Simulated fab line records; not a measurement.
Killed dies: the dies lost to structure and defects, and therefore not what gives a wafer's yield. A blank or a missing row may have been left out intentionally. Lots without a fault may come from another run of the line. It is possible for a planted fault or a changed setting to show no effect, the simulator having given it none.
Which tool did it?    flow sky130    14 lots with 42 wafers sampled at 4 steps, on a route of 708 steps

== WHAT THE GAUGES SHOWED, per wafer ==
SKY_POLY_CUT_OVL_MEAS_09.
lot   measured      on          POLY_CUT_OVL (nm)
L510  day 24 11:40  overlay-01  3 -5 -3
L511  day 24 23:51  overlay-02  0 -4 -4
L514  day 26 12:00  overlay-01  0 0 3
L518  day 27 22:46  overlay-01  -2 -8 0
L519  day 28 05:11  overlay-01  4 -1 -3
L520  day 28 12:13  overlay-01  -1 0 -2
L521  day 29 04:22  overlay-02  -9 -4 -11
L524  day 29 23:37  overlay-02  -1 7 1
L525  day 30 05:38  overlay-02  2 3 0
L527  day 30 21:49  overlay-02  -3 -1 3
L529  day 31 10:34  overlay-01  -5 1 -1
L531  day 31 22:46  overlay-02  1 7 1
L532  day 32 06:22  overlay-01  -6 0 -9
L533  day 32 22:49  overlay-02  -4 -6 0

SKY_LI_CONTACT_OVL_MEAS_13.
lot   measured      on          LI_CONTACT_OVL (nm)
L510  day 29 09:57  overlay-01  2 0 3
L511  day 29 19:52  overlay-01  3 7 8
L514  day 31 07:19  overlay-01  -10 -4 -1
L518  day 32 17:01  overlay-02  -2 2 8
L519  day 32 23:10  overlay-01  -10 -4 -9
L520  day 33 06:10  overlay-01  5 5 4
L521  day 33 18:25  overlay-01  2 3 -4
L524  day 34 11:49  overlay-02  -6 -9 -2
L525  day 34 17:28  overlay-01  -1 9 5
L527  day 35 06:43  overlay-02  2 -7 -9
L529  day 35 17:13  overlay-02  -4 -9 2
L531  day 36 05:37  overlay-01  6 2 9
L532  day 36 12:37  overlay-01  0 -1 4
L533  day 37 04:19  overlay-02  5 7 9

SKY_LI_CONTACT_THK_MEAS_23: measures by xrf.
lot   measured      on             LI_CONTACT_W_THK (nm)
L510  day 29 10:47  film_metro-04  408 401 407
L511  day 29 20:43  film_metro-02  413 409 408
L514  day 31 08:10  film_metro-04  414 408 409
L518  day 32 17:52  film_metro-01  405 402 408
L519  day 33 00:01  film_metro-01  413 423 414
L520  day 33 07:07  film_metro-02  412 411 412
L521  day 33 19:16  film_metro-02  413 417 408
L524  day 34 12:40  film_metro-04  414 424 415
L525  day 34 18:19  film_metro-02  406 401 396
L527  day 35 07:33  film_metro-02  393 396 403
L529  day 35 18:04  film_metro-01  411 406 407
L531  day 36 06:28  film_metro-02  406 408 403
L532  day 36 13:28  film_metro-02  401 411 407
L533  day 37 05:14  film_metro-01  399 410 403

== WHICH TOOL RAN EACH LOT (tool, then ch and the chambers of the sampled wafers, then the start) ==
lot   SKY_VT_ADJUST_LVTN_STRIP_20
L510  plasma_asher-01 ch 0,1, day 7 17:08
L511  plasma_asher-03 ch 0,1, day 8 03:38
L514  plasma_asher-01 ch 0,1, day 9 06:52
L518  plasma_asher-04 ch 0,1, day 10 08:43
L519  plasma_asher-01 ch 0,1, day 10 14:13
L520  plasma_asher-03 ch 0,1, day 10 22:01
L521  plasma_asher-01 ch 0, day 10 22:01
L524  plasma_asher-04 ch 0,1, day 12 02:13
L525  plasma_asher-04 ch 0,1, day 12 11:37
L527  plasma_asher-04 ch 0,1, day 13 03:10
L529  plasma_asher-03 ch 0,1, day 13 14:25
L531  plasma_asher-03 ch 0,1, day 14 01:29
L532  plasma_asher-01 ch 0,1, day 14 11:40
L533  plasma_asher-01 ch 0,1, day 14 19:28
- SKY_VT_ADJUST_LVTN_STRIP_20: strips in O2/N2.

== AS READ BY THE TOOLS THEMSELVES (means over the sampled wafers that have a number; for cases with no such wafer, the mark the record gives instead) ==
SKY_VT_ADJUST_LVTN_STRIP_20.
lot   tool             drypump_motor_current_A (A)  o2_flow_sccm (sccm)  oes_product_au (a.u.)  strip_time_to_endpoint_s (s)
L510  plasma_asher-01  5.4                          2998                 0.709                  14.19
L511  plasma_asher-03  6.3                          2991                 0.712                  14.13
L514  plasma_asher-01  5.5                          2999                 0.717                  14.18
L518  plasma_asher-04  5.1                          3002                 0.716                  14.16
L519  plasma_asher-01  5.5                          2409                 0.703                  14.34
L520  plasma_asher-03  6.2                          3000                 0.717                  14.05
L521  plasma_asher-01  5.6                          2403                 0.709                  14.38
L524  plasma_asher-04  5.1                          3012                 0.717                  14.19
L525  plasma_asher-04  5.4                          2999                 0.721                  14.21
L527  plasma_asher-04  5.4                          2999                 0.711                  14.14
L529  plasma_asher-03  6.2                          3007                 0.715                  14.18
L531  plasma_asher-03  6.2                          3011                 0.716                  14.13
L532  plasma_asher-01  5.6                          3007                 0.716                  14.20
L533  plasma_asher-01  5.4                          2995                 0.715                  14.17

== THE ANSWER, worked out from the rows above alone ==
Rule: usual is defined by the lots themselves. Put in order of their means at a reading, lots are off if they are a third of the lots or fewer, leave a main group of 4 or more, and stand apart from it by a gap of 3 or more times the standard deviation of the main group's means; of several such gaps the widest counts. Not used: any main group whose means are identical at the precision the tables above print for the reading. Also off: a lot with no number at a reading for which 4 or more lots have one. The other lots that the step has rows for count as sound. After the gauges, taken in route order, come the tools' own readings; for these a lot's mean is taken, as printed above. At the first step where some lot is off, the reading lying furthest off is the one used; lots without a number count as furthest.
Off at SKY_VT_ADJUST_LVTN_STRIP_20 (o2_flow_sccm): L519, L521. Main group: mean 3002 sccm, sd 6.1.
A tool fits if, at that step or a process step before it, it ran every lot that is off, and no sound lot after the first of them. None of those tried fits.

== WHAT HAD BEEN PUT IN BY THE SIMULATOR ==
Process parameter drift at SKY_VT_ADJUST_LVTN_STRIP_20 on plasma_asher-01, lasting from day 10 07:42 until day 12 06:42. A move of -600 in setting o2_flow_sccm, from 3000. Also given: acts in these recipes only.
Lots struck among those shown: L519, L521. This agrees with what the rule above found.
